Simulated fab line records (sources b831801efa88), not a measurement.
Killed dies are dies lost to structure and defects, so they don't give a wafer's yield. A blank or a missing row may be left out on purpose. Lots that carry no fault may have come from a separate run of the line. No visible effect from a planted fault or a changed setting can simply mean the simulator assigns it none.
Which tool did it?	flow gf180mcu	12 lots, 36 wafers sampled, at 4 steps of a route of 602

== WHAT EACH GAUGE READ, for each wafer ==
GF_V2_BOW_MEAS_05. Usual: V2_BOW typically reads 98 um, with standard deviation 7.8.
lot	measured	on	V2_BOW (um)	flag
L311	day 18 23:31	film metro-04	95 104 99	
L312	day 19 04:17	film metro-01	102 99 101	
L313	day 19 14:05	film metro-03	97 95 97	
L314	day 21 02:17	film metro-03	107 108 105	
L319	day 22 16:44	film metro-04	91 94 104	
L318	day 22 19:47	film metro-01	93 95 90	
L327	day 25 07:57	film metro-03	89 89 93	
L329	day 25 17:13	film metro-01	95 95 115	
L330	day 26 00:17	film metro-03	95 100 104	
L331	day 26 09:48	film metro-01	94 97 93	
L333	day 26 19:08	film metro-03	109 91 99	
L334	day 27 02:20	film metro-04	113 102 113	

GF_V3_THK_MEAS_01. Usual: V3_CVD_00_THK typically reads 597 nm, with standard deviation 6.9.
lot	measured	on	V3_CVD_00_THK (nm)	flag
L311	day 21 02:28	film metro-02	599 581 592	
L312	day 21 07:04	film metro-02	599 603 594	
L313	day 21 17:24	film metro-02	601 599 597	
L314	day 23 04:22	film metro-04	608 603 609	
L319	day 24 16:16	film metro-02	506 510 503	OFF
L318	day 24 19:41	film metro-02	504 503 500	OFF
L327	day 27 03:50	film metro-04	605 602 603	
L329	day 27 12:17	film metro-03	594 601 605	
L330	day 27 19:43	film metro-03	596 598 603	
L331	day 28 03:26	film metro-03	592 585 598	
L333	day 28 12:36	film metro-02	603 604 592	
L334	day 28 20:11	film metro-03	599 615 608	

== WHAT TOOL EACH LOT RAN ON (gives the tool, then ch and the chambers of the sampled wafers, and finally the start) ==
lot	GF_M3_SPUTTER_01	GF_V3_CVD_00
L311	pvd sputter-03, day 20 01:31	hdpcvd-01 ch 0,1,2, day 21 02:24
L312	pvd sputter-03, day 20 06:07	hdpcvd-02 ch 0,1,2, day 21 07:01
L313	pvd sputter-01, day 20 15:54	hdpcvd-02 ch 0,1,2, day 21 17:18
L314	pvd sputter-03, day 22 03:34	hdpcvd-02 ch 0,1,2, day 23 04:18
L319	pvd sputter-01, day 23 16:49	hdpcvd-02 ch 0,1, day 24 16:11
L318	pvd sputter-02, day 23 20:10	hdpcvd-02 ch 0,1,2, day 24 19:37
L327	pvd sputter-03, day 26 06:35	hdpcvd-02 ch 0,2, day 27 03:46
L329	pvd sputter-01, day 26 15:43	hdpcvd-01 ch 0,1,2, day 27 12:13
L330	pvd sputter-01, day 26 22:10	hdpcvd-02 ch 0,1,2, day 27 19:40
L331	pvd sputter-03, day 27 07:47	hdpcvd-01 ch 0,1, day 28 03:22
L333	pvd sputter-03, day 27 16:31	hdpcvd-02 ch 0,1, day 28 12:31
L334	pvd sputter-03, day 28 00:23	hdpcvd-01 ch 0,2, day 28 20:07
- GF_M3_SPUTTER_01: material TiN, target thk 30 nm, time 25 s.
- GF_V3_CVD_00: deposits SiO2, target thk 600 nm, time 100 s.

== WHAT THE TOOLS THEMSELVES READ (means of the sampled wafers that have a number; where no wafer has one, the mark that the record gives instead) ==
GF_M3_SPUTTER_01. Usual: throttle valve pct reads 30.2 % (standard deviation 1.1).
lot	tool	throttle valve pct (%)	flag
L311	pvd sputter-03	30.1	
L312	pvd sputter-03	30.6	
L313	pvd sputter-01	31.3	
L314	pvd sputter-03	29.3	
L319	pvd sputter-01	31.4	
L318	pvd sputter-02	30.1	
L327	pvd sputter-03	29.5	
L329	pvd sputter-01	31.0	
L330	pvd sputter-01	30.1	
L331	pvd sputter-03	29.4	
L333	pvd sputter-03	30.4	
L334	pvd sputter-03	30.6	

GF_V3_CVD_00. Usual: pressure mtorr 6.000 mTorr, standard deviation 0.012; sih4 flow sccm 59.99 sccm, standard deviation 0.15.
lot	tool	pressure mtorr (mTorr)	sih4 flow sccm (sccm)	flag
L311	hdpcvd-01	5.995	59.84	
L312	hdpcvd-02	6.001	60.06	
L313	hdpcvd-02	6.006	59.92	
L314	hdpcvd-02	5.993	60.09	
L319	hdpcvd-02	6.000	51.04	OFF
L318	hdpcvd-02	5.991	51.23	OFF
L327	hdpcvd-02	6.006	59.96	
L329	hdpcvd-01	6.007	59.87	
L330	hdpcvd-02	6.005	59.87	
L331	hdpcvd-01	5.993	60.11	
L333	hdpcvd-02	5.999	59.90	
L334	hdpcvd-01	6.012	59.89	

== THE ANSWER, worked out from the rows above alone ==
Rule: a lot counts as off when the mean over its wafers that have a number is more than 3 standard deviations away from the usual mean. A lot without any number at a reading at which 4 lots or more have one is off too. Any other lot the step has rows for is counted as sound. First the gauges in route order, then the tools' own readings, where a lot's mean is used as printed above. The first step at which some lot is off is used, and at that step the reading that is off furthest; a lot without a number counts as furthest.
Off: at GF_V3_THK_MEAS_01 (V3_CVD_00_THK), L319, L318.
A tool fits if, at a process step before that reading, it ran every lot that is off, and no sound lot after the first of them. The gauges at GF_V3_THK_MEAS_01 aren't tried: what is off there is off at GF_V3_CVD_00 too, on other tools, and a gauge's error can't cause that. No candidate that was tried fits.

== WHAT THE SIMULATOR PUT IN ==
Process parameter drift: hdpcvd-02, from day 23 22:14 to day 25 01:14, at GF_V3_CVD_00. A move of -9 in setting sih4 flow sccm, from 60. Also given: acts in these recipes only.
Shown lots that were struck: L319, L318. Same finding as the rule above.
